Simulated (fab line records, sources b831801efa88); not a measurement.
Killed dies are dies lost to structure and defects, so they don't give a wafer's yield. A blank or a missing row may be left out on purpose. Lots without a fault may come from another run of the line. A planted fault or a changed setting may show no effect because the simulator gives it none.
Chamber matching | flow gf180mcu | GF_V2_CMP_04 on cmp-02: 4 sister chambers
The step polishes SiO2. 4 wafers are shown with their chamber, then 12 later ones without.

WAFERS WITH THEIR CHAMBER
wafer  | chamber | motor_current_A (A)
L092.6 | 1       | 13.2
L093.1 | 0       | 13.7
L093.2 | 3       | 12.1
L093.3 | 2       | 12.0

WAFERS WITHOUT THEIR CHAMBER
wafer  | motor_current_A (A)
L093.4 | 13.0
L093.5 | 13.6
L093.6 | 11.7
L095.3 | 11.4
L095.5 | 12.9
L095.6 | 12.1
L096.2 | 13.0
L096.3 | 12.2
L096.4 | 12.3
L096.1 | 14.1
L096.5 | 11.7
L096.6 | 12.1

WHICH CHAMBER EACH WENT THROUGH
wafer  | from the rows above          | in truth
L093.4 | can't be placed: 1 or 0      | 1
L093.5 | can't be placed: 0 or 1      | 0
L093.6 | can't be placed: 2 or 3      | 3
L095.3 | can't be placed: 2 or 3      | 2
L095.5 | can't be placed: 1 or 0 or 3 | 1
L095.6 | can't be placed: 3 or 2      | 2
L096.2 | can't be placed: 1 or 0      | 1
L096.3 | can't be placed: 3 or 2      | 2
L096.4 | can't be placed: 3 or 2      | 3
L096.1 | can't be placed: 0 or 1      | 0
L096.5 | can't be placed: 2 or 3      | 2
L096.6 | can't be placed: 3 or 2      | 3
Placed correctly: 0 of 12. Can't be placed from these rows: 12 (the true chamber is among the candidates in 12). Placed wrongly: 0.
How it was worked out, from the rows above alone: a wafer's distance from a chamber is the root of the sum, over the readings, of the square of ((its reading less the chamber's mean) divided by the reading's scatter). The wafer belongs to the nearest chamber; if the next one is less than 2 further off, it can't be placed. A chamber's mean is the mean of its shown wafers. The scatter: with one shown wafer a chamber, the root of the mean of the squares of how far each hidden wafer lies from its nearest shown one.
